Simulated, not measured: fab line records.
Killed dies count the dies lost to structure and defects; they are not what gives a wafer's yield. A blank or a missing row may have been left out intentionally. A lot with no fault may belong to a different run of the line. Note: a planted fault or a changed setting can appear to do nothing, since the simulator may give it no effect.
A lot that was struck, set against a sound lot | flow sky130 | 13 out of 708 route steps
Sound: wafers L146.3, L146.4, L146.6. Struck: wafers L137.3, L137.5, L137.6. At the end, the cause is stated.
Order at every step that has rows: each side's tool, ch and its chambers, its first start. Under that, the readings that differ: sound wafers | struck wafers | difference of the means | sigmas: that difference in standard deviations of wafers without a fault.
alike: readings whose means differ by less than 2 such deviations, and words and numbers that are the same on both sides. not compared: withheld readings, readings that some wafer has no value for, bounds like >300 that may hide the same value, and numbers for which the record gives no deviation and whose values overlap.
A row with sigmas, a row that says differs or no value, or rows on one side alone: a step with any of these is where the two part. Numbers that don't overlap but have no deviation are shown without sigmas and don't part them. A reading missing from all wafers of one side parts the sides only when that side holds two or more wafers.

SKY_FIELD_ISO_BOW_MEAS_00:
  sound: film-metro-04 at day 5 14:02; struck: film-metro-01 at day 3 17:02
  alike: INCOMING_BOW
then, 1 step without rows for these wafers: SKY_FIELD_ISO_OXIDATION_01 (stabilise 600 s, purge 300 s, target thk 12 nm).
SKY_FIELD_ISO_THK_MEAS_02:
  sound: film-metro-02 at day 5 16:47; struck: film-metro-02 at day 3 18:39
  alike: FIELD_ISO_OXIDATION_00_THK
then, 1 step without rows for these wafers: SKY_FIELD_ISO_CVD_03 (deposits Si3N4 from DCS/NH3, target thk 165 nm, time 2830 s).
SKY_FIELD_ISO_THK_MEAS_04:
  sound: film-metro-04 at day 5 18:37; struck: film-metro-02 at day 3 20:44
  alike: FIELD_ISO_CVD_03_THK
then, 6 steps without rows for these wafers: SKY_FIELD_ISO_DEHYDRATE_05 (time 60 s); SKY_FIELD_ISO_HMDS_06 (prime time 60 s); SKY_FIELD_ISO_COAT_07 (resist thk 60 nm); SKY_FIELD_ISO_COAT_08 (resist thk 450 nm); SKY_FIELD_ISO_SOFTBAKE_09 (time 90 s); SKY_FIELD_ISO_EXPOSE_10 (exposes mask FOM, target cd 150 nm).
SKY_FIELD_ISO_PEB_11:
  struck on litho-track-03, day 4 12:00; sound on litho-track-01 ch 0, day 6 12:00
  reading         | sound          | struck | difference                    | sigmas
  exhaust-pa (Pa) | 45.3 43.8 45.6 | - - -  | no value on the struck wafers |
  not compared: chill-plate-temp-C
then, 1 step without rows for these wafers: SKY_FIELD_ISO_DEVELOP_12 (develop time 60 s).

## WHERE THEY PART
At SKY_FIELD_ISO_PEB_11 and nowhere else, as far as this record goes.

WHY: what had been put in by the simulator
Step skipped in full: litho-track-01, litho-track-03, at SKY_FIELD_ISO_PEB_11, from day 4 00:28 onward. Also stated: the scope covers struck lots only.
